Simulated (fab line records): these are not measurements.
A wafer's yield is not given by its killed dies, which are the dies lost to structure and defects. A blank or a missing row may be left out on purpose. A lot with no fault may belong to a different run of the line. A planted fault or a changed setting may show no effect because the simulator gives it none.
fab line records	flow sky130
record: lots: 6	wafers: 18	last_day: 50
route steps=708 shown METAL3@533 CAPM@537 PAD_OPEN@708
lots untouched by any fault: they come from a run of this same line in which no faults occurred
start_h: the number of hours between the record's first day and the start of the first shown wafer of the lot	wait_h: hours from the lot's prior step to this one	" repeats the value in the row above	L1.1+2: a row that stands for several wafers	- value missing, or start not given	* or withheld: withheld	< > ~ a bound
route shown NAME@n: NAME is a module with steps in the file, n the number in the route of the first one	usual: mean/standard deviation of fault-free wafers	same: alike in all rows	chamber/n: place in a boat	sites: readings site by site	_std_site: the values' standard deviation	_edge_site: mean of outer sites minus mean of inner sites	radius_mm: for every site, how far away it sits from the centre of the wafer	mask NAME#n: copy n	behind: the last tool/chamber to shape the wafer	hold: why the lot went on hold/how many hours it stayed there/how the hold came to an end	device: the transistor (n, p or np) that didn't switch	end of line: the tests these same wafers got at the end of their route	a step given without rows: its recipe and nothing more	killed: at the first sort, the dies lost to defects and structure; wafer yield is something else	map: dies across one wafer; x = killed, . = not, _ = none there
set.NAME: the setting that was run; set.NAME@STEP: the one run at that earlier step	model.NAME: the simulator's own value behind a step, which no gauge read
certain route steps with their lots: each step a table, each wafer a row
services: from which hour (start_h, from the record's first day; less than 0 if before it) a tool's chamber was out of use, for how many hours, and why
== steps ==
step: SKY_METAL3_SPUTTER_01
recipe: material: TiN	target_thk_nm: 20	power_w: 6500	time_s: 16.7	chamber_pressure_pa: 0.4
usual: throttle_valve_pct: 30.1/0.88
lot.wafer	tool	chamber	start_h	wait_h	throttle_valve_pct
L512.1	pvd_sputter-03	-	898.94	0.0	31.6
L512.5	"	-	"	"	31.8
L512.6	"	-	"	"	30.5
L515.1	pvd_sputter-03	-	919.58	0.0	30.2
L515.5	"	-	"	"	30.5
L515.6	"	-	"	"	31.8
L516.1	pvd_sputter-04	-	928.11	0.0	29.9
L516.2	"	-	"	"	28.5
L516.3	"	-	"	"	29.6
L520.1	pvd_sputter-01	-	960.00	0.0	29.5
L520.2	"	-	"	"	31.0
L520.5	"	-	"	"	29.3
L524.3	pvd_sputter-01	-	971.95	0.0	29.6
L524.4	"	-	"	"	30.3
L524.6	"	-	"	"	31.0
L531.2	pvd_sputter-01	-	1018.02	0.0	31.1
L531.3	"	-	"	"	30.2
L531.6	"	-	"	"	30.5
step: SKY_METAL3_SPUTTER_02
recipe: material: AlCu	target_thk_nm: 735	power_w: 10600	time_s: 39.1	chamber_pressure_pa: 0.4
usual: throttle_valve_pct: 30.1/0.9
lot.wafer	tool	chamber	start_h	wait_h	throttle_valve_pct
L512.1	pvd_sputter-03	-	898.96	0.0	31.6
L512.5	"	-	"	"	31.8
L512.6	"	-	"	"	30.7
L515.1	pvd_sputter-03	-	919.61	0.0	30.5
L515.5	"	-	"	"	30.7
L515.6	"	-	"	"	31.7
L516.1	pvd_sputter-04	-	928.13	0.0	29.9
L516.2	"	-	"	"	28.5
L516.3	"	-	"	"	29.7
L520.1	pvd_sputter-01	-	960.03	0.0	29.1
L520.2	"	-	"	"	30.7
L520.5	"	-	"	"	29.6
L524.3	pvd_sputter-01	-	971.97	0.0	29.4
L524.4	"	-	"	"	30.4
L524.6	"	-	"	"	31.0
L531.2	pvd_sputter-01	-	1018.05	0.0	30.8
L531.3	"	-	"	"	30.1
L531.6	"	-	"	"	30.3
step: SKY_METAL3_SPUTTER_03
recipe: material: Ti	target_thk_nm: 5	power_w: 3000	time_s: 3.3	chamber_pressure_pa: 0.4
usual: throttle_valve_pct: 30.1/0.88
lot.wafer	tool	chamber	start_h	wait_h	throttle_valve_pct
L512.1	pvd_sputter-03	-	899.00	0.0	31.8
L512.5	"	-	"	"	31.9
L512.6	"	-	"	"	30.7
L515.1	pvd_sputter-03	-	919.65	0.0	30.6
L515.5	"	-	"	"	30.4
L515.6	"	-	"	"	32.0
L516.1	pvd_sputter-04	-	928.17	0.0	29.5
L516.2	"	-	"	"	28.6
L516.3	"	-	"	"	29.6
L520.1	pvd_sputter-01	-	960.07	0.0	29.4
L520.2	"	-	"	"	30.9
L520.5	"	-	"	"	29.5
L524.3	pvd_sputter-01	-	972.01	0.0	29.5
L524.4	"	-	"	"	30.6
L524.6	"	-	"	"	30.9
L531.2	pvd_sputter-01	-	1018.09	0.0	30.9
L531.3	"	-	"	"	30.2
L531.6	"	-	"	"	30.6
step: SKY_METAL3_SPUTTER_04
recipe: material: TiN	target_thk_nm: 70	power_w: 6500	time_s: 58.3	chamber_pressure_pa: 0.4
step: SKY_CAPM_CVD_00
recipe: material: SiO2	target_thk_nm: 15.5	temp_c: 400	time_s: withheld	rf_w: 450
usual: heater_power_w: 667/90
lot.wafer	tool	chamber	start_h	wait_h	heater_power_w
L512.1	pecvd-03	1	899.07	0.0	570
L512.5	"	1	"	"	543
L512.6	"	2	"	"	600
L515.1	pecvd-01	1	919.71	0.0	734
L515.5	"	0	"	"	743
L515.6	"	1	"	"	742
L516.1	pecvd-01	2	928.24	0.0	632
L516.2	"	1	"	"	671
L516.3	"	0	"	"	765
L520.1	pecvd-02	0	960.13	0.0	553
L520.2	"	1	"	"	951
L520.5	"	2	"	"	596
L524.3	pecvd-01	2	972.08	0.0	642
L524.4	"	2	"	"	628
L524.6	"	1	"	"	602
L531.2	pecvd-02	2	1018.16	0.0	707
L531.3	"	1	"	"	917
L531.6	"	0	"	"	576
step: SKY_CAPM_THK_MEAS_01
recipe: reads: SiO2_of_CAPM_CVD_00
usual: CAPM_CVD_00_THK: 15.34/0.23
lot.wafer	tool	chamber	start_h	wait_h	CAPM_CVD_00_THK[nm]
L512.1	film_metro-04	-	899.09	-	15.30
L512.5	"	-	"	"	15.51
L512.6	"	-	"	"	15.41
L515.1	film_metro-03	-	919.73	-	15.12
L515.5	"	-	"	"	15.64
L515.6	"	-	"	"	15.72
L516.1	film_metro-03	-	928.26	-	15.22
L516.2	"	-	"	"	15.03
L516.3	"	-	"	"	15.17
L520.1	film_metro-01	-	960.16	-	15.26
L520.2	"	-	"	"	14.98
L520.5	"	-	"	"	15.01
L524.3	film_metro-01	-	972.12	-	15.30
L524.4	"	-	"	"	15.76
L524.6	"	-	"	"	15.39
L531.2	film_metro-03	-	1018.19	-	15.30
L531.3	"	-	"	"	15.36
L531.6	"	-	"	"	15.60
step: SKY_CAPM_SPUTTER_02
recipe: material: TiN	target_thk_nm: 200	temp_c: 300	power_w: 6500	time_s: 166.7	chamber_pressure_pa: 0.4
usual: throttle_valve_pct: 29.9/0.69
lot.wafer	tool	chamber	start_h	wait_h	throttle_valve_pct
L512.1	pvd_sputter-01	-	899.15	0.1	30.2
L512.5	"	-	"	"	30.7
L512.6	"	-	"	"	30.2
L515.1	pvd_sputter-01	-	919.79	0.1	29.3
L515.5	"	-	"	"	30.8
L515.6	"	-	"	"	29.4
L516.1	pvd_sputter-02	-	928.32	0.1	29.3
L516.2	"	-	"	"	30.1
L516.3	"	-	"	"	30.8
L520.1	pvd_sputter-02	-	960.22	0.1	29.2
L520.2	"	-	"	"	30.6
L520.5	"	-	"	"	29.0
L524.3	pvd_sputter-02	-	972.16	0.0	29.5
L524.4	"	-	"	"	29.8
L524.6	"	-	"	"	30.6
L531.2	pvd_sputter-04	-	1018.24	0.0	29.9
L531.3	"	-	"	"	29.6
L531.6	"	-	"	"	28.8
step: SKY_CAPM_RS_MEAS_03
recipe: thk_meas_gauge: four-point-probe	reads: TiN_of_CAPM_SPUTTER_02
usual: CAPM_TIN_RS: 6.92/0.079
lot.wafer	tool	chamber	start_h	wait_h	CAPM_TIN_RS[ohm/sq]
L512.1	film_metro-04	-	899.26	0.1	6.93
L512.5	"	-	"	"	7.03
L512.6	"	-	"	"	7.02
L515.1	film_metro-01	-	919.90	0.1	6.97
L515.5	"	-	"	"	6.96
L515.6	"	-	"	"	6.90
L516.1	film_metro-01	-	928.43	0.1	7.02
L516.2	"	-	"	"	6.96
L516.3	"	-	"	"	7.01
L520.1	film_metro-01	-	960.32	0.1	6.87
L520.2	"	-	"	"	6.81
L520.5	"	-	"	"	6.84
L524.3	film_metro-03	-	972.31	0.1	6.86
L524.4	"	-	"	"	6.86
L524.6	"	-	"	"	6.90
L531.2	film_metro-04	-	1018.37	0.1	6.89
L531.3	"	-	"	"	6.92
L531.6	"	-	"	"	6.85
step: SKY_CAPM_THK_MEAS_04
recipe: thk_meas_gauge: xrf	reads: TiN_of_CAPM_SPUTTER_02
usual: CAPM_TIN_THK: 206.8/2.4
lot.wafer	tool	chamber	start_h	wait_h	CAPM_TIN_THK[nm]
L512.1	film_metro-04	-	899.38	0.1	206.1
L512.5	"	-	"	"	204.2
L512.6	"	-	"	"	205.7
L515.1	film_metro-01	-	920.02	0.1	204.9
L515.5	"	-	"	"	204.4
L515.6	"	-	"	"	206.9
L516.1	film_metro-01	-	928.55	0.1	204.3
L516.2	"	-	"	"	204.4
L516.3	"	-	"	"	204.6
L520.1	film_metro-01	-	960.44	0.1	207.8
L520.2	"	-	"	"	208.9
L520.5	"	-	"	"	210.8
L524.3	film_metro-03	-	972.41	0.1	207.8
L524.4	"	-	"	"	208.1
L524.6	"	-	"	"	206.0
L531.2	film_metro-04	-	1018.48	0.1	207.0
L531.3	"	-	"	"	207.3
L531.6	"	-	"	"	210.3
step: SKY_CAPM_DEHYDRATE_05
recipe: temp_c: 200	time_s: 60
step: SKY_CAPM_HMDS_06
recipe: prime_time_s: 60	prime_temp_c: 120
step: SKY_CAPM_COAT_07
recipe: resist: NOVOLAK	spin_rpm: 3000	resist_thk_nm: 1140
step: SKY_CAPM_SOFTBAKE_08
recipe: temp_c: 90	time_s: 60	resist: NOVOLAK
usual: heater_power_total_W: 56.60/0.042	run_length_s: 89.12/0.15
lot.wafer	tool	chamber	start_h	wait_h	heater_power_total_W	run_length_s
L512.1	litho_track-02	0	911.46	0.1	56.64	88.96
L512.5	"	0	"	"	56.55	89.22
L512.6	"	0	"	"	56.57	89.31
L515.1	litho_track-04	0	932.01	0.1	56.60	89.14
L515.5	"	0	"	"	56.63	89.08
L515.6	"	0	"	"	56.63	89.12
L516.1	litho_track-04	0	940.51	0.1	57.62	86.33
L516.2	"	0	"	"	56.65	89.52
L516.3	"	0	"	"	57.64	86.32
L520.1	litho_track-04	0	972.76	0.1	57.54	86.26
L520.2	"	0	"	"	56.62	89.27
L520.5	"	0	"	"	57.63	86.31
L524.3	litho_track-02	0	984.32	0.1	56.58	89.13
L524.4	"	0	"	"	56.59	89.04
L524.6	"	0	"	"	56.68	89.29
L531.2	litho_track-04	0	1029.49	0.1	56.59	89.09
L531.3	"	0	"	"	56.60	89.15
L531.6	"	0	"	"	56.55	89.25
step: SKY_CAPM_EXPOSE_09
recipe: mask_id: CAPM	na: 0.6	source_shape: conventional	sigma_outer: 0.6	polarization: unpolarized	target_cd_nm: 1000	dose_mj: 159
step: SKY_PAD_OPEN_PROBE_99
usual: defect_limited_yield: 82.3/1.9	killed_at_M0_to_M3: 43/7.4	killed_at_M4_up: 3.3/2	killed_at_contacts: 24/5.4	killed_at_front_end: 16/4.2	killed_at_other: 0.3/0.61	killed_dies: 87/9.4	killed_open: 47/7.3	killed_short: 40/6.7	sort_bin_3_pad_short: 0.9/0.43	sort_bin_5_function: 10.4/1.4	sort_bin_6_memory: 6.4/1.2	sort_n_pass: 405/9.4	sort_yield_pct: 82.3/1.9
same: gross_dies: 492	killed_at_back_side: 0	sort_bin_4_leakage[%]: 0	sort_bin_8_speed[%]: 0
lot.wafer	tool	chamber	start_h	wait_h	defect_limited_yield[%]	killed_at_M0_to_M3	killed_at_M4_up	killed_at_contacts	killed_at_front_end	killed_at_other	killed_dies	killed_open	killed_short	sort_bin_3_pad_short[%]	sort_bin_5_function[%]	sort_bin_6_memory[%]	sort_n_pass	sort_yield_pct[%]
L512.1	prober-02	-	1113.83	0.1	83.7	33	4	27	16	0	80	35	44	0.8	9.1	6.3	412	83.7
L512.5	prober-02	-	1114.03	0.2	80.9	46	2	33	13	0	94	55	39	0.6	10.4	8.1	398	80.9
L512.6	prober-02	-	1114.08	0.2	82.9	32	5	24	23	0	84	44	40	0.6	9.3	7.1	408	82.9
L515.1	prober-01	-	1133.05	0.1	81.5	48	3	20	20	0	91	42	49	1.0	10.0	7.5	401	81.5
L515.5	prober-01	-	1133.25	0.2	80.3	54	3	22	18	0	97	58	38	0.6	11.4	7.7	395	80.3
L515.6	prober-01	-	1133.30	0.2	81.7	52	3	22	13	0	90	50	40	1.0	10.0	7.3	402	81.7
L516.1	prober-02	-	1139.08	0.1	81.7	41	3	24	22	0	90	54	36	1.4	9.6	7.3	402	81.7
L516.2	prober-02	-	1139.13	0.1	82.5	38	5	30	12	1	86	42	43	0.8	9.6	7.1	406	82.5
L516.3	prober-02	-	1139.18	0.2	80.5	50	3	22	21	0	96	50	46	1.2	11.4	6.9	396	80.5
L520.1	prober-02	-	1165.26	0.1	83.3	39	2	27	13	1	82	47	35	0.4	9.8	6.5	410	83.3
L520.2	prober-02	-	1165.31	0.1	83.3	39	3	25	13	2	82	52	27	0.4	11.4	4.9	410	83.3
L520.5	prober-02	-	1165.46	0.2	84.8	37	3	27	8	0	75	43	32	1.2	8.5	5.5	417	84.8
L524.3	prober-02	-	1175.42	0.2	82.1	42	3	27	16	0	88	38	50	0.6	11.2	6.1	404	82.1
L524.4	prober-02	-	1175.47	0.2	81.9	34	4	33	18	0	89	48	41	1.8	10.0	6.3	403	81.9
L524.6	prober-02	-	1175.57	0.2	81.5	49	5	24	13	0	91	49	42	1.2	10.2	7.1	401	81.5
L531.2	prober-02	-	1204.98	0.1	81.7	43	7	29	11	0	90	47	43	1.2	11.8	5.3	402	81.7
L531.3	prober-02	-	1205.03	0.2	81.9	46	3	24	16	0	89	47	40	0.8	13.0	4.3	403	81.9
L531.6	prober-02	-	1205.18	0.2	84.6	31	2	29	14	0	76	36	38	1.2	9.6	4.7	416	84.6
killed by level:class
L512.1 VIA1:geometric_particle:open=9 METAL2:geometric_particle:short=9 LI_CONTACT:geometric_particle:open=6 CONTACT:geometric_particle:open=6 LI_CONTACT:geometric_particle:short=5 CONTACT:geometric_particle:short=5 METAL3:geometric_particle:short=5 FIELD_ISO:geometric_particle:open=4
L512.5 LI_CONTACT:geometric_particle:open=13 CONTACT:geometric_particle:open=12 VIA3:geometric_particle:open=8 VIA1:geometric_particle:open=8 VIA2:geometric_particle:open=8 METAL1:geometric_particle:short=6 VIA1:geometric_particle:short=6 METAL2:geometric_particle:short=5
L512.6 VIA1:geometric_particle:open=6 CONTACT:geometric_particle:open=6 FIELD_ISO:geometric_particle:open=5 POLY_GATE:geometric_particle:open=5 LI_CONTACT:geometric_particle:open=5 CONTACT:geometric_particle:short=5 METAL1:geometric_particle:short=5 VIA1:geometric_particle:short=5
L515.1 VIA1:geometric_particle:open=11 METAL2:geometric_particle:short=10 LOCAL_INTERCONNECT:geometric_particle:short=7 POLY_GATE:geometric_particle:short=6 CONTACT:geometric_particle:short=5 VIA1:geometric_particle:short=5 VIA3:geometric_particle:open=5 VIA2:geometric_particle:open=5
L515.5 VIA1:geometric_particle:open=16 CONTACT:geometric_particle:open=10 VIA3:geometric_particle:open=6 VIA1:geometric_particle:short=6 METAL2:geometric_particle:short=6 VIA2:geometric_particle:open=6 FIELD_ISO:geometric_particle:open=5 POLY_GATE:geometric_particle:open=5
L515.6 VIA1:geometric_particle:open=16 CONTACT:geometric_particle:open=9 VIA3:geometric_particle:short=7 METAL1:geometric_particle:short=6 METAL2:geometric_particle:short=5 LI_CONTACT:geometric_particle:open=5 METAL1:geometric_particle:open=4 SPACER:geometric_particle:short=4
L516.1 VIA1:geometric_particle:open=11 CONTACT:geometric_particle:open=10 VIA2:geometric_particle:open=8 LI_CONTACT:geometric_particle:open=7 FIELD_ISO:geometric_particle:open=6 VIA1:geometric_particle:short=6 METAL1:geometric_particle:short=5 FIELD_ISO:geometric_particle:short=4
L516.2 LI_CONTACT:geometric_particle:open=8 CONTACT:geometric_particle:open=7 VIA1:geometric_particle:open=7 FIELD_ISO:geometric_particle:short=6 CONTACT:geometric_particle:short=5 VIA3:geometric_particle:open=5 VIA2:geometric_particle:open=5 LOCAL_INTERCONNECT:geometric_particle:short=4
L516.3 CONTACT:geometric_particle:open=13 METAL2:geometric_particle:short=10 METAL1:geometric_particle:short=8 VIA1:geometric_particle:open=8 FIELD_ISO:geometric_particle:short=7 VIA2:geometric_particle:open=7 FIELD_ISO:geometric_particle:open=6 VIA1:geometric_particle:short=5
L520.1 CONTACT:geometric_particle:open=10 LI_CONTACT:geometric_particle:open=7 VIA1:geometric_particle:open=7 VIA2:geometric_particle:open=7 CONTACT:geometric_particle:short=6 VIA3:geometric_particle:open=6 VIA3:geometric_particle:short=5 FIELD_ISO:geometric_particle:short=4
L520.2 VIA1:geometric_particle:open=11 LI_CONTACT:geometric_particle:open=9 VIA3:geometric_particle:open=7 LOCAL_INTERCONNECT:geometric_particle:short=6 VIA2:geometric_particle:open=5 CONTACT:geometric_particle:open=5 POLY_GATE:geometric_particle:open=4 VIA3:geometric_particle:short=3
L520.5 VIA1:geometric_particle:open=10 LI_CONTACT:geometric_particle:open=9 CONTACT:geometric_particle:open=8 VIA2:geometric_particle:open=8 CONTACT:geometric_particle:short=5 VIA1:geometric_particle:short=5 METAL2:geometric_particle:short=5 LOCAL_INTERCONNECT:geometric_particle:short=4
L524.3 METAL2:geometric_particle:short=14 VIA1:geometric_particle:open=12 CONTACT:geometric_particle:short=8 LI_CONTACT:geometric_particle:open=7 CONTACT:geometric_particle:open=7 VIA1:geometric_particle:short=6 METAL1:geometric_particle:short=4 FIELD_ISO:geometric_particle:short=3
L524.4 LI_CONTACT:geometric_particle:open=12 VIA1:geometric_particle:open=9 CONTACT:geometric_particle:short=8 CONTACT:geometric_particle:open=7 METAL2:geometric_particle:short=7 FIELD_ISO:geometric_particle:short=6 FIELD_ISO:geometric_particle:open=6 VIA2:geometric_particle:open=6
L524.6 CONTACT:geometric_particle:open=11 VIA1:geometric_particle:open=10 VIA2:geometric_particle:open=8 METAL2:geometric_particle:short=7 CONTACT:geometric_particle:short=6 VIA1:geometric_particle:short=6 METAL1:geometric_particle:short=5 FIELD_ISO:geometric_particle:short=4
L531.2 LI_CONTACT:geometric_particle:open=10 VIA1:geometric_particle:open=7 VIA1:geometric_particle:short=7 CONTACT:geometric_particle:open=6 METAL2:geometric_particle:short=6 LOCAL_INTERCONNECT:geometric_particle:short=5 METAL2:geometric_particle:open=5 METAL3:geometric_particle:short=5
L531.3 VIA3:geometric_particle:open=10 VIA1:geometric_particle:open=9 CONTACT:geometric_particle:open=9 METAL2:geometric_particle:short=7 METAL1:geometric_particle:short=7 CONTACT:geometric_particle:short=6 POLY_GATE:geometric_particle:short=5 LI_CONTACT:geometric_particle:open=4
L531.6 CONTACT:geometric_particle:open=8 VIA2:geometric_particle:open=8 CONTACT:geometric_particle:short=7 METAL1:geometric_particle:short=6 POLY_GATE:geometric_particle:open=5 LI_CONTACT:geometric_particle:short=5 LI_CONTACT:geometric_particle:open=5 VIA1:geometric_particle:open=4
== services ==
tool	chamber	start_h	hours	kind
pvd_sputter-01	-	882.13	3.1	repair
pecvd-01	2	905.89	6.1	repair
pvd_sputter-01	-	924.90	6.3	repair
pvd_sputter-04	-	935.87	3.5	repair
pecvd-01	-	959.58	0.8	repair
pecvd-03	1	960.44	2.1	scheduled_down
pecvd-01	-	962.82	1.7	repair
pecvd-03	-	978.78	1.3	repair
pecvd-03	1	982.94	6.9	repair
pecvd-03	-	988.97	2.8	pm
pvd_sputter-01	-	996.10	4.9	repair
pecvd-02	0	997.27	20.2	repair
pecvd-03	1	999.38	-	clean
pecvd-03	1	999.38	-	consumable_replace:showerhead
pecvd-03	1	999.38	29.0	scheduled_down
pecvd-03	1	999.38	29.0	vent_cycle
pecvd-01	-	1005.45	0.7	repair
pecvd-03	-	1012.80	0.8	repair
pvd_sputter-04	-	1020.52	7.2	repair
pecvd-03	-	1028.16	6.0	pm
== key ==
first_sign: step: SKY_CAPM_SOFTBAKE_08	reading: heater_power_total_W	direction: up	sigmas: 24	usual: *	struck: *
effect: step: SKY_CAPM_SOFTBAKE_08	reading: run_length_s	direction: down	sigmas: 19	usual: *	struck: *
met_at SKY_CAPM_SOFTBAKE_08
struck_wafers L516.1,L516.3,L520.1,L520.5
onset_between 932.01 940.51
fault: kind: process_parameter_drift	tool: litho_track-04	chamber: -	onset_h: 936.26	steps: SKY_CAPM_SOFTBAKE_08	channel: time_s	offset: *	shape: step	end_h: 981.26	scope: struck_wafers_only	acts_in: *	stated: *
